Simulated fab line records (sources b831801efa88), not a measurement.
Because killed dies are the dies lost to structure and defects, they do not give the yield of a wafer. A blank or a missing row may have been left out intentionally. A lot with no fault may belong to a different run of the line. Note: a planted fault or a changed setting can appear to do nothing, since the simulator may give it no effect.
Comparing a struck lot with a sound one | flow sky130 | 15 steps out of a route of 708
Sound: the wafers L963.3, L963.5, L963.6. Struck: wafer L973.4 (left out: L973.2, L973.6 of the same lot, which were not struck); the cause appears at the end.
At each step with rows: each side's tool, then ch and its chambers, then its first start. Under that, the readings that differ: sound wafers | struck wafers | difference of the means | sigmas: that difference in standard deviations of wafers without a fault.
alike: readings with means less than 2 such deviations apart, plus words and numbers identical on both sides. not compared: withheld readings, readings lacking a value on some wafer, bounds such as >300 that could conceal the same value, and numbers that have no deviation in the record and whose values overlap.
The two part at a step that has a row with sigmas, a row that says differs or no value, or rows on one side only. Numbers that don't overlap but have no deviation are shown without sigmas and don't part them. A reading missing from all wafers of one side parts the sides only when that side holds two or more wafers.

first, 4 steps without rows for these wafers: SKY_VIA3_SOFTBAKE_08 (time 90 s); SKY_VIA3_EXPOSE_09 (exposes mask VIM3, target cd 200 nm); SKY_VIA3_PEB_10; SKY_VIA3_DEVELOP_11 (develop time 60 s).
SKY_VIA3_CD_MEAS_12: the cd target is 200 nm.
  sound on cd_sem-02, day 39 19:53; struck on cd_sem-01, day 43 02:29
  alike: cd_nm
SKY_VIA3_OVL_MEAS_13:
  sound on overlay-01, day 39 19:58; struck on overlay-01, day 43 02:36
  alike: VIA3_OVL
SKY_VIA3_ETCH_14: etches BARC in N2/H2, stops on SiO2, time 45.9 s, target depth 60 nm.
  sound on rie_diel-02 ch 0,2, day 39 20:01; struck on rie_diel-01 ch 0, day 43 02:38
  reading                | sound             | struck | difference                   | sigmas
  h2_flow_sccm (sccm)    | 201.1 200.0 200.2 | 198.7  | -1.7                         | -3
  rf_hours_counter_h (h) | - - -             | 15     | no value on the sound wafers |
  alike: drypump_motor_current_A, oes_product_au, throttle_valve_pct
SKY_VIA3_ETCH_15: etches SiO2 in C4F8/O2/Ar, stops on TiN, target depth 507 nm, time 78 s.
  sound on rie_diel-02 ch 0,2, day 39 20:05; struck on rie_diel-01 ch 0, day 43 02:40
  alike: oes_product_au
SKY_VIA3_STRIP_16: strips in O2/N2.
  sound on plasma_asher-04 ch 0,1, day 39 20:11; struck on plasma_asher-04 ch 1, day 43 02:44
  alike: drypump_motor_current_A, oes_product_au, strip_time_to_endpoint_s
  not compared: rf_hours_counter_h
then, 3 steps without rows for these wafers: SKY_VIA3_STRIP_17 (strips in post etch residue remover, time 1200 s); SKY_VIA3_CLEAN_18 (cleans in IPA, time 180 s); SKY_VIA3_CLEAN_19 (cleans in O3/DIW).
SKY_VIA3_SPUTTER_20: material TiN, target thk 20 nm, time 80 s.
  sound on pvd_sputter-01, day 39 20:44; struck on pvd_sputter-02, day 43 03:25
  reading                                  | sound             | struck | difference | sigmas
  model.TiN_of_VIA3_SPUTTER_20.thk_nm (nm) | 19.72 19.77 19.77 | 25.41  | +5.66      |
  alike: throttle_valve_pct
SKY_VIA3_CVD_21: deposits W, target thk 390 nm, time 117.31 s.
  sound on cvd_w-01 ch 0,1, day 39 20:50; struck on cvd_w-01 ch 1, day 43 03:29
  alike: heater_power_w, susceptor_temp_C
  not compared: since_wet_clean_h
-- the record jumps here: 6 days lie between the struck wafers' starts before and after (it left off in module VIA3 and takes up again in module PAD_OPEN, whose first step shown is number 708 of the route) --
SKY_PAD_OPEN_PROBE_99:
  sound on prober-01, day 45 21:58; struck on prober-01, day 48 16:55
  alike: defect_limited_yield, killed_at_M0_to_M3, killed_at_M4_up, killed_at_contacts, killed_at_front_end, killed_at_other, killed_dies, killed_open, killed_short, sort_bin_3_pad_short, sort_bin_5_function, sort_bin_6_memory, sort_n_pass, sort_yield_pct

== WHERE THEY PART ==
Only at SKY_VIA3_ETCH_14, within this record. Later steps at which nothing parts them and some readings are alike: SKY_VIA3_ETCH_15, SKY_VIA3_STRIP_16, SKY_VIA3_SPUTTER_20, SKY_VIA3_CVD_21, SKY_PAD_OPEN_PROBE_99.

WHY: what had been put in by the simulator
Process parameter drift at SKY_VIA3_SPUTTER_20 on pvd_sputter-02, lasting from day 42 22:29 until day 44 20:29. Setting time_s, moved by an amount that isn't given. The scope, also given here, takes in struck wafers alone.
